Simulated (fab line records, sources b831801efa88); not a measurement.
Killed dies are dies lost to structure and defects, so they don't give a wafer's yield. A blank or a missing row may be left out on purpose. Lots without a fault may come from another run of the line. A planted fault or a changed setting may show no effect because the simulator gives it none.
Chamber matching | flow sky130 | SKY_CONTACT_HDPCVD_02 on hdpcvd-02: 3 sister chambers
The step deposits SiO2, target thk 565 nm, time 94.2 s. 3 wafers are shown with their chamber, then 6 later ones without.

WAFERS WITH THEIR CHAMBER
wafer  | chamber | run_length_s (s)
L341.6 | 1       | 121.7
L342.3 | 2       | 122.8
L342.5 | 0       | 122.9

WAFERS WITHOUT THEIR CHAMBER
wafer  | run_length_s (s)
L342.6 | 122.0
L343.1 | 122.6
L343.2 | 122.9
L343.5 | 122.1
L345.2 | 122.7
L345.3 | 123.0

WHICH CHAMBER EACH WENT THROUGH
wafer  | from the rows above          | in truth
L342.6 | 1                            | 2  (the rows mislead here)
L343.1 | can't be placed: 2 or 0      | 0
L343.2 | can't be placed: 0 or 2      | 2
L343.5 | can't be placed: 1 or 2 or 0 | 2
L345.2 | can't be placed: 2 or 0      | 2
L345.3 | can't be placed: 0 or 2      | 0
Placed correctly: 0 of 6. Can't be placed from these rows: 5 (the true chamber is among the candidates in 5). Placed wrongly: 1.
How it was worked out, from the rows above alone: a wafer's distance from a chamber is the root of the sum, over the readings, of the square of ((its reading less the chamber's mean) divided by the reading's scatter). The wafer belongs to the nearest chamber; if the next one is less than 2 further off, it can't be placed. A chamber's mean is the mean of its shown wafers. The scatter: with one shown wafer a chamber, the root of the mean of the squares of how far each hidden wafer lies from its nearest shown one.
